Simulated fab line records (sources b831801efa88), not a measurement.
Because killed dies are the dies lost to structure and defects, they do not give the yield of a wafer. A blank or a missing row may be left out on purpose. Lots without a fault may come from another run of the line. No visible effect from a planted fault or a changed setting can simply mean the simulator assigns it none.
Matching of chambers	flow gf180mcu	GF_CONTACT_CMP_04 on cmp-02: 4 sister chambers
The step polishes SiO2. 4 wafers are shown with their chamber, then 7 later ones without.

== EACH WAFER AND ITS CHAMBER ==
wafer	chamber	motorCurrentA (A)
L260.5	1	11.8
L261.1	3	15.2
L261.4	2	13.6
L261.5	0	13.4

== WAFERS WHOSE CHAMBER IS MISSING ==
wafer	motorCurrentA (A)
L263.4	13.3
L263.5	14.3
L263.6	13.3
L272.3	12.9
L272.5	13.6
L273.3	15.4
L273.6	13.3

== WHICH CHAMBER EACH WENT THROUGH ==
wafer	from the rows above	in truth
L263.4	can't be placed: 0 or 2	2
L263.5	can't be placed: 2 or 3 or 0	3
L263.6	can't be placed: 0 or 2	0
L272.3	can't be placed: 0 or 2 or 1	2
L272.5	can't be placed: 2 or 0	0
L273.3	3	3
L273.6	can't be placed: 0 or 2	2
Correct placement for 1 of the 7. Not placeable from these rows: 6 (in 6, the candidates include the true chamber). Placed wrongly: 0.
How it was worked out, from the rows above alone: a wafer's distance from a chamber is the root of the sum, over the readings, of the square of ((its reading less the chamber's mean) divided by the reading's scatter). If the next closest chamber is less than 2 further off than the closest, the wafer can't be placed; otherwise it belongs to the closest. Each chamber's mean is taken over the wafers shown for it. The scatter (one wafer shown for each chamber): square how far every hidden wafer sits from the nearest shown wafer, average those squares and take the square root.
